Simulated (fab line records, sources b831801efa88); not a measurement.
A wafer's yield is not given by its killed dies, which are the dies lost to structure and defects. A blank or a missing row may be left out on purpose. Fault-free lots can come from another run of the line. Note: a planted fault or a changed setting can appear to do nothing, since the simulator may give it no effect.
2 desks, one fault | flow gf180mcu | each desk holds nothing but its own numbers, with what lay behind them at the end

## DESK OF THE TOOL OWNER: litho-track-03
Per lot that ran on this tool, the mean of the sampled wafers carrying a number, from the tool's own readings at GF_POLY_GATE_SOFTBAKE_06 (time 60 s). Marked OUT: a lot whose mean sits more than 4 standard deviations from the usual mean, which makes it out of limits; the brackets give that distance.
Columns: A = heater-power-total-W at GF_POLY_GATE_SOFTBAKE_06, usual 93.05 W; B = plate-temp-C at GF_POLY_GATE_SOFTBAKE_06, usual 129.99 C
lot  | first seen here | A                       | B
L306 | day 10 13:00    | 93.06                   | 129.95
L307 | day 10 18:00    | 93.03                   | 129.95
L314 | day 12 15:00    | 93.05                   | 130.27
L318 | day 13 17:00    | 99.98 (+99 or more) OUT | 137.22 (+52) OUT
L319 | day 14 00:00    | 99.98 (+99 or more) OUT | 137.41 (+53) OUT
Finding of this desk: L318, L319 out of limits; the first was L318 at day 13 17:00, on heater-power-total-W at GF_POLY_GATE_SOFTBAKE_06. L306, L307, L314 stayed within limits.

## THE METROLOGY DESK
Lot by lot, what the gauges showed, no matter which tool ran the lot: averages of those sampled wafers that carry a number. Marked OUT: a lot whose mean sits more than 4 standard deviations from the usual mean, which makes it out of limits; the brackets give that distance.
Columns: A = VT_IMPLANT_TW at GF_VT_IMPLANT_TW_MEAS_10, usual 560; B = VT_IMPLANT_03_OVL at GF_VT_IMPLANT_OVL_MEAS_40, usual -0.9 nm; C = cd-nm at GF_POLY_GATE_CD_MEAS_10, usual 279.9 nm; D = cd-nm at GF_HV_LDD_CD_MEAS_19, usual 400.0 nm
lot  | first seen here | A   | B    | C               | D
L301 | day 5 14:09     | 573 | -0.6 | 278.2           | 401.8
L302 | day 5 17:46     | 574 | -1.6 | 281.3           | 396.8
L303 | day 6 01:02     | 575 | -1.1 | 280.7           | 399.0
L305 | day 6 16:34     | 563 | -3.2 | 280.0           | 398.6
L306 | day 7 02:28     | 566 | -1.6 | 280.1           | 397.0
L307 | day 7 08:38     | 548 | 0.7  | 282.9           | 399.1
L308 | day 7 11:04     | 549 | -2.5 | 281.2           | 401.6
L310 | day 8 03:46     | 575 | 0.3  | 281.2           | 399.8
L313 | day 8 16:46     | 565 | -1.6 | 281.2           | 398.8
L314 | day 8 23:22     | 546 | -0.1 | 279.8           | 397.8
L318 | day 9 23:04     | 551 | -0.8 | 255.0 (-16) OUT | 400.4
L319 | day 10 05:50    | 554 | 1.3  | 256.1 (-15) OUT | 402.0
L321 | day 10 19:03    | 553 | -1.4 | 277.8           | 404.7
L322 | day 11 02:28    | 549 | -0.2 | 281.8           | 397.9
Finding of this desk: L318, L319 out of limits; the first was L318 at day 14 03:56, on cd-nm at GF_POLY_GATE_CD_MEAS_10. L301, L302, L303, L305, L306, L307, L308, L310, L313, L314, L321, L322 stayed within limits.

## TAKEN TOGETHER
On L318, L319, at day 13 17:00, an alarm was possible from the tool owner's desk.
At day 14 03:56 the metrology desk could have sounded an alarm, on L318, L319.
On litho-track-03, each named lot ran GF_POLY_GATE_SOFTBAKE_06.

## WHAT THE SIMULATOR HAD PUT IN
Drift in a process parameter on litho-track-03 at GF_POLY_GATE_SOFTBAKE_06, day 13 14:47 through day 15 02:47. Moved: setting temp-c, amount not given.
Shown lots that were struck: L318, L319.
Fault start to first reading out of limits, in hours, per desk: tool owner, 2; metrology, 13.
